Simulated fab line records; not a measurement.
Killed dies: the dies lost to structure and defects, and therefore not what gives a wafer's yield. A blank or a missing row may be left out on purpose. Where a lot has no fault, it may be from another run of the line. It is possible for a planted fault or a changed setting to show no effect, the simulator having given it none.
Struck lot and sound lot, side by side ; flow sky130 ; 43 out of 708 route steps
Sound: wafers L883.1, L883.5, L883.6. Struck: wafer L896.4 (left out: L896.3, L896.6 of the same lot, which were not struck); the cause appears at the end.
For every step that has rows: the tool of each side, followed by ch and its chambers, followed by its first start. Under that, the readings that differ: sound wafers ; struck wafers ; difference of the means ; sigmas: that difference in standard deviations of wafers without a fault.
alike: same words and numbers on both sides, and readings whose means sit less than 2 such deviations apart. not compared: any withheld reading, any reading some wafer has no value for, any bound like >300 that may hide the same value, and any number with overlapping values for which the record gives no deviation.
A row with sigmas, a row that says differs or no value, or rows on one side alone: a step with any of these is where the two part. Numbers that have no deviation but don't overlap get no sigmas and don't part them. A reading that every wafer of one side lacks parts them only if that side has two wafers or more.

first, 4 steps without rows for these wafers: SKY_VIA1_SOFTBAKE_08 (time 90 s); SKY_VIA1_EXPOSE_09 (exposes mask VIM, target cd 150 nm); SKY_VIA1_PEB_10; SKY_VIA1_DEVELOP_11 (develop time 60 s).
SKY_VIA1_CD_MEAS_12: target cd 150 nm.
  sound: cdSem-02 at day 34 10:10; struck: cdSem-02 at day 38 19:48
  alike: cdNm
SKY_VIA1_OVL_MEAS_13:
  sound: overlay-02 at day 34 10:17; struck: overlay-02 at day 38 19:53
  alike: VIA1_OVL
then, 1 step without rows for these wafers: SKY_VIA1_ETCH_14 (etches BARC in N2/H2, stops on SiO2, time 45.9 s, target depth 60 nm).
SKY_VIA1_ETCH_15: etches SiO2 in C4F8/O2/Ar, stops on TiN, target depth 351 nm, time 54 s.
  sound on rieDiel-01 ch 0,1, day 34 10:22; struck on rieDiel-04 ch 2, day 38 19:58
reading;sound;struck;difference;sigmas
oesProductAu (a.u.);0.983 0.993 0.981;0.973;-0.013;-2
  not compared: rfHoursCounterH
SKY_VIA1_STRIP_16: strips in O2/N2.
  sound on plasmaAsher-02 ch 0,1, day 34 10:25; struck on plasmaAsher-04 ch 1, day 38 20:02
  alike: drypumpMotorCurrentA, oesProductAu, stripTimeToEndpointS
  not compared: rfHoursCounterH
then, 3 steps without rows for these wafers: SKY_VIA1_STRIP_17 (strips in post etch residue remover, time 1200 s); SKY_VIA1_CLEAN_18 (cleans in IPA, time 180 s); SKY_VIA1_CLEAN_19 (cleans in O3/DIW).
SKY_VIA1_SPUTTER_20: material TiN, target thk 20 nm, time 80 s.
  sound: pvdSputter-02 at day 34 11:00; struck: pvdSputter-03 at day 38 20:38
  alike: throttleValvePct
SKY_VIA1_CVD_21: deposits W, target thk 270 nm, time 80.902 s.
  sound on cvdW-01 ch 0, day 34 11:04; struck on cvdW-02 ch 1, day 38 20:43
  alike: heaterPowerW
SKY_VIA1_RS_MEAS_22: a four-point-probe measurement.
  sound: filmMetro-04 at day 34 11:14; struck: filmMetro-02 at day 38 20:49
  alike: VIA1_W_RS
SKY_VIA1_THK_MEAS_23: measures by xrf.
  sound: filmMetro-04 at day 34 11:22; struck: filmMetro-02 at day 38 20:55
  alike: VIA1_W_THK
then, 4 steps without rows for these wafers: SKY_VIA1_CMP_24 (polishes, stops on SiO2, t overpolish 15 s, target thk 0 nm); SKY_METAL2_SPUTTER_00 (material Ti, target thk 15 nm, time 10 s); SKY_METAL2_SPUTTER_01 (material TiN, target thk 20 nm, time 16.7 s); SKY_METAL2_SPUTTER_02 (material AlCu, target thk 250 nm, time 13.3 s).
SKY_METAL2_SPUTTER_03: material Ti, target thk 5 nm, time 3.3 s.
  sound: pvdSputter-04 at day 34 11:47; struck: pvdSputter-01 at day 38 21:29
  alike: throttleValvePct
SKY_METAL2_SPUTTER_04: material TiN, target thk 70 nm, time 58.3 s.
  sound: pvdSputter-04 at day 34 11:49; struck: pvdSputter-01 at day 38 21:31
  alike: throttleValvePct
SKY_METAL2_RS_MEAS_05: a four-point-probe measurement.
  sound: filmMetro-02 at day 34 11:52; struck: filmMetro-01 at day 38 21:36
reading;sound;struck;difference;sigmas
METAL2_ALCU_RS (ohm/sq);0.1255 0.1258 0.1274;0.1297;+0.0035;+2
SKY_METAL2_THK_MEAS_06: measures by xrf.
  sound: filmMetro-02 at day 34 11:59; struck: filmMetro-01 at day 38 21:42
reading;sound;struck;difference;sigmas
METAL2_ALCU_THK (nm);249 245 241;237;-8;-2
then, 8 steps without rows for these wafers: SKY_METAL2_DEHYDRATE_07 (time 60 s); SKY_METAL2_HMDS_08 (prime time 60 s); SKY_METAL2_COAT_09 (resist thk 60 nm); SKY_METAL2_COAT_10 (resist thk 450 nm); SKY_METAL2_SOFTBAKE_11 (time 90 s); SKY_METAL2_EXPOSE_12 (exposes mask MM2, target cd 140 nm); SKY_METAL2_PEB_13; SKY_METAL2_DEVELOP_14 (develop time 60 s).
SKY_METAL2_CD_MEAS_15: target cd 140 nm.
  sound: cdSem-01 at day 35 14:47; struck: cdSem-02 at day 39 23:05
  alike: cdNm
SKY_METAL2_OVL_MEAS_16:
  sound: overlay-01 at day 35 14:55; struck: overlay-02 at day 39 23:10
reading;sound;struck;difference;sigmas
METAL2_OVL (nm);-6 -10 -6;4;+11;+2
then, 8 steps without rows for these wafers: SKY_METAL2_DESCUM_17 (chemistry O2, time 8 s); SKY_METAL2_ETCH_18 (etches BARC in N2/H2, stops on SiO2, time 45.9 s, target depth 60 nm); SKY_METAL2_METAL_ETCH_19 (etches the open film in Cl2/BCl3, stops on SiO2, target depth 360 nm, time 78 s); SKY_METAL2_STRIP_20 (strips in O2/N2); SKY_METAL2_STRIP_21 (strips in post etch residue remover, time 1200 s); SKY_METAL2_CLEAN_22 (cleans in IPA, time 180 s); SKY_METAL2_CLEAN_23 (cleans in O3/DIW); SKY_VIA2_HDPCVD_00 (deposits SiO2, target thk 1180 nm, time 196.7 s).
-- the record jumps here: 10 days lie between the struck wafers' starts before and after (it left off in module VIA2 and takes up again in module PAD_OPEN, whose first step shown is number 708 of the route) --
SKY_PAD_OPEN_PROBE_99:
  sound: prober-01 at day 46 03:50; struck: prober-02 at day 49 12:14
reading;sound;struck;difference;sigmas
hold;- - -;awaitDispo/3.0h/release;no value on the sound wafers;
defectLimitedYield (%);85.0 80.9 80.9;77.4;-4.9;-3
killed_at_M0_to_M3;35 55 47;65;+19;+3
killedDies;74 94 94;111;+24;+3
sort_bin_3_pad_short (%);0.4 0.6 1.2;2.4;+1.7;+4
sortNPass;418 398 398;381;-24;-3
sortYieldPct (%);85.0 80.9 80.9;77.4;-4.9;-3
model.etest.tester.sortNPass;418 398 398;381;-24;
model.etest.tester.sortYieldPct (%);84.96 80.89 80.89;77.44;-4.81;
model.etest.tester.sort_bin_5_pct (%);9.35 11.79 10.77;12.8;+2.2;
model.etest.tester.sort_bin_3_pct (%);0.4065 0.6098 1.22;2.439;+1.694;
  alike: killed_at_M4_up, killedAtContacts, killedAtFrontEnd, killedAtOther, killedOpen, killedShort, sort_bin_5_function, sort_bin_6_memory

== WHERE THEY PART ==
Earliest at SKY_VIA1_ETCH_15; latest, in this record, at SKY_PAD_OPEN_PROBE_99.

WHY: what the simulator had put in
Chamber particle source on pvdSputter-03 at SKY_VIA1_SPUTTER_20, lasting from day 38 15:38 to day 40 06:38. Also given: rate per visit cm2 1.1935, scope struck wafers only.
